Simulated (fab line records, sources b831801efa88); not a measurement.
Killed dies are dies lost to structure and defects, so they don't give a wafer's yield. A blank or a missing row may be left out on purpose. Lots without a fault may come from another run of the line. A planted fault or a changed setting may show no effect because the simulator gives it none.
Which tool did it? | flow gf180mcu | 10 lots, 29 wafers sampled, at 4 steps of a route of 602

WHAT THE GAUGES READ, wafer by wafer
GF_MIM_RS_MEAS_10: measures by four-point-probe.
lot  | measured     | on            | MIM_ALCU_RS (ohm/sq)
L547 | day 25 02:18 | film_metro-01 | 0.1631 0.1624 0.1643
L552 | day 26 15:44 | film_metro-03 | 0.1448 0.1617
L554 | day 27 09:19 | film_metro-03 | 0.1603 0.1624 0.1445
L555 | day 27 12:10 | film_metro-03 | 0.1593 0.1601 0.1581
L562 | day 29 17:26 | film_metro-02 | 0.1585 0.1571 0.1577
L564 | day 30 06:26 | film_metro-01 | 0.1607 0.1624 0.1621
L565 | day 30 20:44 | film_metro-03 | 0.1636 0.1619 0.1642
L566 | day 30 18:35 | film_metro-03 | 0.1584 0.1616 0.1609
L567 | day 30 22:15 | film_metro-02 | 0.1614 0.1632 0.1613
L569 | day 31 12:18 | film_metro-03 | 0.1623 0.1635 0.1645

WHICH TOOL RAN EACH LOT (tool, then ch and the chambers of the sampled wafers, then the start)
lot  | GF_V4_STRIP_18                       | GF_MIM_SPUTTER_01            | GF_MIM_SPUTTER_08
L547 | plasma_asher-03 ch 0,1, day 25 00:16 | pvd_sputter-01, day 25 01:56 | pvd_sputter-04, day 25 02:12
L552 | plasma_asher-01 ch 0,1, day 26 14:04 | pvd_sputter-01, day 26 15:24 | pvd_sputter-04, day 26 15:39
L554 | plasma_asher-01 ch 0,1, day 27 07:41 | pvd_sputter-03, day 27 09:01 | pvd_sputter-04, day 27 09:16
L555 | plasma_asher-03 ch 0,1, day 27 10:32 | pvd_sputter-03, day 27 11:52 | pvd_sputter-01, day 27 12:07
L562 | plasma_asher-01 ch 0,1, day 29 15:20 | pvd_sputter-03, day 29 17:07 | pvd_sputter-01, day 29 17:22
L564 | plasma_asher-01 ch 0,1, day 30 04:26 | pvd_sputter-04, day 30 06:06 | pvd_sputter-01, day 30 06:22
L565 | plasma_asher-03 ch 0,1, day 30 13:25 | pvd_sputter-03, day 30 14:49 | pvd_sputter-04, day 30 20:38
L566 | plasma_asher-04 ch 0,1, day 30 16:56 | pvd_sputter-01, day 30 18:16 | pvd_sputter-04, day 30 18:31
L567 | plasma_asher-01 ch 0,1, day 30 20:37 | pvd_sputter-03, day 30 21:56 | pvd_sputter-04, day 30 22:11
L569 | plasma_asher-03 ch 0,1, day 31 10:34 | pvd_sputter-01, day 31 11:58 | pvd_sputter-04, day 31 12:14
- GF_V4_STRIP_18: strips in O2/N2.
- GF_MIM_SPUTTER_01: material TiN, target thk 30 nm, time 25 s.
- GF_MIM_SPUTTER_08: material AlCu, target thk 200 nm, time 10.6 s.

THE ANSWER, worked out from the rows above alone
Rule: what is usual is taken from the lots themselves. Put in order of their means at a reading, lots are off if they are a third of the lots or fewer, leave a main group of 4 or more, and stand apart from it by a gap of 3 or more times the standard deviation of the main group's means; of several such gaps the widest counts. A main group whose means are all the same, to the digits that the tables above print for the reading, isn't used. A lot without any number at a reading at which 4 lots or more have one is off too. The other lots that the step has rows for count as sound.
No lot is off at any reading shown: from this, nothing can be told.

WHAT THE SIMULATOR HAD PUT IN
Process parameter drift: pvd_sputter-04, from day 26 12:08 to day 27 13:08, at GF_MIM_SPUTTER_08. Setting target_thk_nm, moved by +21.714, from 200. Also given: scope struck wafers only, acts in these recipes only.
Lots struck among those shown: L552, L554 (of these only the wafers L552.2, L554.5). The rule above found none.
